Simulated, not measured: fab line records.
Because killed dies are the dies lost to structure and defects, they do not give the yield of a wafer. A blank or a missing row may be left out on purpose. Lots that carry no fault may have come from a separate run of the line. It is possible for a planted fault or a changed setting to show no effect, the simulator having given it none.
Shared-tool check ; flow sky130 ; 12 lots and 36 wafers in the sample

## THE REASON FOR OPENING IT
At SKY_LDD_LDN_TW_MEAS_13 the reading LDD_LDN_TW is flagged on 1 of 12 lots. Wafers without a fault read 1490, standard deviation 7.6.
Rule: a lot is flagged in two cases, either no wafer of it has a number, or all its wafers with numbers fall more than 4 standard deviations from that mean. All remaining lots are regarded as sound.

lot;measured;on;LDD_LDN_TW, wafer by wafer;flag
L193;day 23 07:04;film metro-02;1490 1501 1493;
L196;day 24 14:07;film metro-04;1478 1485 1482;
L198;day 25 14:01;film metro-01;30 30 30;FLAGGED
L199;day 25 19:37;film metro-04;1495 1497 1493;
L207;day 29 05:10;film metro-02;1499 1496 1498;
L209;day 29 06:34;film metro-04;1484 1493 1495;
L206;day 29 09:28;film metro-01;1488 1490 1480;
L210;day 29 12:52;film metro-04;1489 1491 1492;
L211;day 29 18:37;film metro-02;1494 1497 1489;
L213;day 30 05:44;film metro-04;1490 1487 1479;
L214;day 30 20:19;film metro-02;1501 1493 1498;
L215;day 30 22:55;film metro-01;1476 1488 1489;
Flagged lots average 30: -1460 relative to the usual, that is -99 or more standard deviations.

## TOOL THAT RAN EACH LOT
The record holds 1 process step before the reading, out of a route of 708 steps. Every cell lists first the tool, next ch and the chambers used by the sampled wafers, and last the start.
lot;flag;SKY_LDD_LDN_EXPOSE_04
L193;;iline stepper-01 ch 0, day 22 14:41
L196;;iline stepper-02 ch 0, day 23 22:14
L198;FLAGGED;iline stepper-01 ch 0, day 24 22:55
L199;;iline stepper-01 ch 0, day 25 03:52
L207;;iline stepper-02 ch 0, day 28 14:48
L209;;iline stepper-01 ch 0, day 28 16:13
L206;;iline stepper-01 ch 0, day 28 18:25
L210;;iline stepper-02 ch 0, day 28 22:19
L211;;iline stepper-02 ch 0, day 29 04:13
L213;;iline stepper-01 ch 0, day 29 15:06
L214;;iline stepper-01 ch 0, day 30 05:55
L215;;iline stepper-01 ch 0, day 30 08:35
What is done by these steps:
- SKY_LDD_LDN_EXPOSE_04: exposes mask LDNTM, target cd 700 nm.
- SKY_LDD_LDN_TW_MEAS_13

## FLAGGED AGAINST TOTAL, ONE TOOL AT A TIME (gauges that did the reading follow at the end)
step;tool;lots run;flagged;share of the flagged lots;sound lots run after its first flagged lot
SKY_LDD_LDN_EXPOSE_04;iline stepper-01;8;1;all;6 (L199,L209,L206,L213,L214,L215)
SKY_LDD_LDN_EXPOSE_04;iline stepper-02;4;0;none;-
SKY_LDD_LDN_TW_MEAS_13;film metro-01;3;1;all;2 (L206,L215)
SKY_LDD_LDN_TW_MEAS_13;film metro-02;4;0;none;-
SKY_LDD_LDN_TW_MEAS_13;film metro-04;5;0;none;-

## THE TABLE: WHAT IT ALLOWS
Every flagged lot went through 2 rows of the table: iline stepper-01 at SKY_LDD_LDN_EXPOSE_04 and film metro-01 at SKY_LDD_LDN_TW_MEAS_13.
- iline stepper-01 at SKY_LDD_LDN_EXPOSE_04 ran 8 lots, 1 of them flagged. Sound lots followed the first flagged one (L199, L209, L206, L213, L214, L215) on it, something a lasting fault affecting the whole tool could not allow.
- film metro-01 at SKY_LDD_LDN_TW_MEAS_13 ran 3 lots, 1 of them flagged. Sound lots followed the first flagged one (L206, L215) on it, something a lasting fault affecting the whole tool could not allow.
No row of the table ran every flagged lot and no sound lot after the first.

## WHAT HAD BEEN PUT IN BY THE SIMULATOR
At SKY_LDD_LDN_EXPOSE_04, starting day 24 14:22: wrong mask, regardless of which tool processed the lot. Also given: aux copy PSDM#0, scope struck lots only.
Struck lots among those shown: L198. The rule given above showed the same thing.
